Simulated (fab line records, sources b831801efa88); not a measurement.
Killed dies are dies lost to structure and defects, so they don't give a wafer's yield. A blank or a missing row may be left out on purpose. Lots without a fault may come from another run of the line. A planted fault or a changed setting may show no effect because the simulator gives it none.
Tool commonality check | flow sky130 | 11 lots, 33 wafers sampled

WHY IT WAS OPENED
At SKY_VIA1_RS_MEAS_22 the reading VIA1_W_RS is flagged on 2 of 11 lots. Wafers without a fault read 0.428 ohm/sq, standard deviation 0.0039.
Rule: a lot is flagged when every wafer of it that has a number lies more than 4 standard deviations from that mean, or none has a number. The other lots count as sound.

lot  | measured     | on            | VIA1_W_RS (ohm/sq), wafer by wafer | flag
L324 | day 34 00:56 | film_metro-01 | 0.429 0.424 0.426                  |
L326 | day 34 22:07 | film_metro-02 | 0.434 0.436 0.428                  |
L328 | day 35 17:33 | film_metro-02 | 0.434 0.432 0.424                  |
L330 | day 36 07:31 | film_metro-02 | 0.511 0.510 0.510                  | FLAGGED
L332 | day 36 19:26 | film_metro-03 | 0.423 0.424 0.424                  |
L331 | day 36 20:22 | film_metro-03 | 0.509 0.507 0.496                  | FLAGGED
L341 | day 39 14:58 | film_metro-03 | 0.429 0.431 0.432                  |
L342 | day 40 00:28 | film_metro-02 | 0.430 0.437 0.435                  |
L343 | day 40 02:34 | film_metro-03 | 0.434 0.430 0.437                  |
L345 | day 40 22:08 | film_metro-03 | 0.426 0.421 0.422                  |
L346 | day 41 04:15 | film_metro-03 | 0.431 0.428 0.431                  |
The numbers of the flagged lots are 0.507 ohm/sq on average: +0.079 ohm/sq against the usual, or +20 standard deviations.

WHICH TOOL RAN EACH LOT
The record holds 3 process steps before the reading, out of a route of 708 steps. In each cell: the tool, then ch and the chambers that the sampled wafers went through, then the start.
lot  | flag    | SKY_VIA1_CMP_02               | SKY_VIA1_ETCH_15                   | SKY_VIA1_CVD_21
L324 |         | cmp-01 ch 2,3, day 32 20:59   | rie_diel-04 ch 0,1,3, day 34 00:06 | cvd_w-02 ch 1, day 34 00:50
L326 |         | cmp-02 ch 1,2,3, day 33 18:33 | rie_diel-02 ch 0,1,2, day 34 21:18 | cvd_w-01 ch 0,1, day 34 22:00
L328 |         | cmp-01 ch 0,1, day 34 13:46   | rie_diel-04 ch 1,2, day 35 16:45   | cvd_w-02 ch 0,1, day 35 17:28
L330 | FLAGGED | cmp-01 ch 0,3, day 35 03:54   | rie_diel-02 ch 0,1,3, day 36 06:23 | cvd_w-02 ch 0, day 36 07:25
L332 |         | cmp-02 ch 0,1,3, day 35 15:40 | rie_diel-04 ch 1,2, day 36 18:36   | cvd_w-01 ch 0,1, day 36 19:20
L331 | FLAGGED | cmp-01 ch 0,3, day 35 16:35   | rie_diel-01 ch 2,3, day 36 19:33   | cvd_w-02 ch 0,1, day 36 20:15
L341 |         | cmp-01 ch 0,1, day 38 12:47   | rie_diel-01 ch 0,1, day 39 14:09   | cvd_w-01 ch 0,1, day 39 14:52
L342 |         | cmp-02 ch 2,3, day 38 22:13   | rie_diel-02 ch 0,1,2, day 39 23:41 | cvd_w-01 ch 0,1, day 40 00:23
L343 |         | cmp-01 ch 1,2,3, day 39 00:22 | rie_diel-01 ch 0,1,3, day 40 01:47 | cvd_w-01 ch 0,1, day 40 02:29
L345 |         | cmp-02 ch 0,1,3, day 39 20:58 | rie_diel-04 ch 0,1,2, day 40 21:17 | cvd_w-01 ch 0,1, day 40 22:01
L346 |         | cmp-02 ch 0,1, day 40 03:05   | rie_diel-02 ch 0,1, day 41 03:28   | cvd_w-02 ch 0,1, day 41 04:09
What these steps do:
- SKY_VIA1_CMP_02: polishes SiO2.
- SKY_VIA1_ETCH_15: etches SiO2 in C4F8/O2/Ar, stops on TiN, target depth 351 nm, time 54 s.
- SKY_VIA1_CVD_21: deposits W, target thk 270 nm, time 80.902 s.
- SKY_VIA1_RS_MEAS_22: measures by four-point-probe.

FLAGGED OVER TOTAL, TOOL BY TOOL (the gauges that took the reading come last)
step                | tool          | lots run | flagged | share of the flagged lots | sound lots run after its first flagged lot
SKY_VIA1_CMP_02     | cmp-01        | 6        | 2       | all                       | 2 (L341,L343)
SKY_VIA1_CMP_02     | cmp-02        | 5        | 0       | none                      | -
SKY_VIA1_ETCH_15    | rie_diel-01   | 3        | 1       | some                      | 2 (L341,L343)
SKY_VIA1_ETCH_15    | rie_diel-02   | 4        | 1       | some                      | 2 (L342,L346)
SKY_VIA1_ETCH_15    | rie_diel-04   | 4        | 0       | none                      | -
SKY_VIA1_CVD_21     | cvd_w-01      | 6        | 0       | none                      | -
SKY_VIA1_CVD_21     | cvd_w-02      | 5        | 2       | all                       | 1 (L346)
SKY_VIA1_RS_MEAS_22 | film_metro-01 | 1        | 0       | none                      | -
SKY_VIA1_RS_MEAS_22 | film_metro-02 | 4        | 1       | some                      | 1 (L342)
SKY_VIA1_RS_MEAS_22 | film_metro-03 | 6        | 1       | some                      | 4 (L341,L343,L345,L346)

WHAT THE TABLE ALLOWS
2 rows of the table ran every flagged lot: cmp-01 at SKY_VIA1_CMP_02, cvd_w-02 at SKY_VIA1_CVD_21.
- cmp-01 at SKY_VIA1_CMP_02: 2 of its 6 lots flagged. Sound lots ran on it after the first flagged one (L341, L343), which a lasting fault on the whole tool wouldn't allow.
- cvd_w-02 at SKY_VIA1_CVD_21: 2 of its 5 lots flagged. Sound lots ran on it after the first flagged one (L346), which a lasting fault on the whole tool wouldn't allow.
No row of the table ran every flagged lot and no sound lot after the first.

WHAT THE SIMULATOR HAD PUT IN
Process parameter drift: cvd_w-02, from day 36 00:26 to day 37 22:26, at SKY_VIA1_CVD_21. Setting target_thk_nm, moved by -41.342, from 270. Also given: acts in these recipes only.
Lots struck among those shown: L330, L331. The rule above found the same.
